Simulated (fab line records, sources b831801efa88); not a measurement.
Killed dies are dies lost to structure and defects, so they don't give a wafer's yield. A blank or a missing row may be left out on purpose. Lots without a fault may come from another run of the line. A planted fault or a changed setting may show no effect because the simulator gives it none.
Tool commonality check | flow sky130 | 12 lots, 36 wafers sampled

WHY IT WAS OPENED
At SKY_CAP2M_THK_MEAS_01 the reading CAP2M_CVD_00_THK is flagged on 2 of 12 lots. Wafers without a fault read 15.37 nm, standard deviation 0.19.
Rule: a lot is flagged when every wafer of it that has a number lies more than 4 standard deviations from that mean, or none has a number. The other lots count as sound.

lot  | measured     | on            | CAP2M_CVD_00_THK (nm), wafer by wafer | flag
L722 | day 40 06:17 | film_metro-03 | 15.16 15.47 15.33                     |
L723 | day 40 08:52 | film_metro-04 | 15.03 15.55 15.54                     |
L724 | day 41 06:58 | film_metro-04 | 15.22 15.27 15.33                     |
L726 | day 41 09:28 | film_metro-04 | 15.48 15.73 15.38                     |
L727 | day 41 10:46 | film_metro-04 | 15.29 15.23 15.25                     |
L730 | day 42 07:55 | film_metro-04 | 15.32 15.29 15.23                     |
L733 | day 43 04:49 | film_metro-03 | 15.13 15.21 15.55                     |
L737 | day 44 03:08 | film_metro-03 | 15.23 15.27 15.47                     |
L739 | day 44 13:38 | film_metro-03 | 15.76 15.75 15.53                     |
L742 | day 45 06:40 | film_metro-04 | 12.73 12.92 13.02                     | FLAGGED
L744 | day 46 00:02 | film_metro-03 | 12.82 13.03 13.33                     | FLAGGED
L745 | day 46 03:55 | film_metro-03 | 15.11 15.63 15.38                     |
The numbers of the flagged lots are 12.97 nm on average: -2.39 nm against the usual, or -13 standard deviations.

WHICH TOOL RAN EACH LOT
The record holds 2 process steps before the reading, out of a route of 708 steps. In each cell: the tool, then ch and the chambers that the sampled wafers went through, then the start.
lot  | flag    | SKY_METAL3_SPUTTER_04        | SKY_CAP2M_CVD_00
L722 |         | pvd_sputter-02, day 36 22:24 | pecvd-02 ch 0,1,2, day 40 06:16
L723 |         | pvd_sputter-03, day 37 00:39 | pecvd-03 ch 0,1, day 40 08:50
L724 |         | pvd_sputter-02, day 37 23:37 | pecvd-02 ch 0,2, day 41 06:56
L726 |         | pvd_sputter-03, day 38 03:38 | pecvd-01 ch 0,1,2, day 41 09:26
L727 |         | pvd_sputter-03, day 38 04:19 | pecvd-02 ch 0,1, day 41 10:44
L730 |         | pvd_sputter-02, day 39 03:05 | pecvd-02 ch 0,1,2, day 42 07:54
L733 |         | pvd_sputter-01, day 40 01:10 | pecvd-01 ch 1,2, day 43 04:47
L737 |         | pvd_sputter-02, day 41 02:03 | pecvd-03 ch 0,1, day 44 03:06
L739 |         | pvd_sputter-01, day 41 12:19 | pecvd-01 ch 0,2, day 44 13:35
L742 | FLAGGED | pvd_sputter-02, day 42 07:15 | pecvd-03 ch 2, day 45 06:38
L744 | FLAGGED | pvd_sputter-03, day 43 02:31 | pecvd-03 ch 0,2, day 46 00:00
L745 |         | pvd_sputter-01, day 43 06:43 | pecvd-02 ch 1,2, day 46 03:52
What these steps do:
- SKY_METAL3_SPUTTER_04: material TiN, target thk 70 nm, time 58.3 s.
- SKY_CAP2M_CVD_00: deposits SiO2, target thk 15.5 nm.
- SKY_CAP2M_THK_MEAS_01

FLAGGED OVER TOTAL, TOOL BY TOOL (the gauges that took the reading come last)
step                  | tool           | lots run | flagged | share of the flagged lots | sound lots run after its first flagged lot
SKY_METAL3_SPUTTER_04 | pvd_sputter-01 | 3        | 0       | none                      | -
SKY_METAL3_SPUTTER_04 | pvd_sputter-02 | 5        | 1       | some                      | 0
SKY_METAL3_SPUTTER_04 | pvd_sputter-03 | 4        | 1       | some                      | 0
SKY_CAP2M_CVD_00      | pecvd-01       | 3        | 0       | none                      | -
SKY_CAP2M_CVD_00      | pecvd-02       | 5        | 0       | none                      | -
SKY_CAP2M_CVD_00      | pecvd-03       | 4        | 2       | all                       | 0
SKY_CAP2M_THK_MEAS_01 | film_metro-03  | 6        | 1       | some                      | 1 (L745)
SKY_CAP2M_THK_MEAS_01 | film_metro-04  | 6        | 1       | some                      | 0

WHAT THE TABLE ALLOWS
1 row of the table ran every flagged lot: pecvd-03 at SKY_CAP2M_CVD_00.
- pecvd-03 at SKY_CAP2M_CVD_00: 2 of its 4 lots flagged. Its last sound lot is L737 (day 44 03:06), its first flagged lot L742 (day 45 06:38): a fault that began between those two fits.
One tool is left: pecvd-03 at SKY_CAP2M_CVD_00.

WHAT THE SIMULATOR HAD PUT IN
Site profile drift: pecvd-03, from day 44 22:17 on, at SKY_CAP2M_CVD_00. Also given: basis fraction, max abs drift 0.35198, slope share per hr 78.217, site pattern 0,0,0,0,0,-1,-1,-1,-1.
Lots struck among those shown: L742, L744. The rule above found the same.
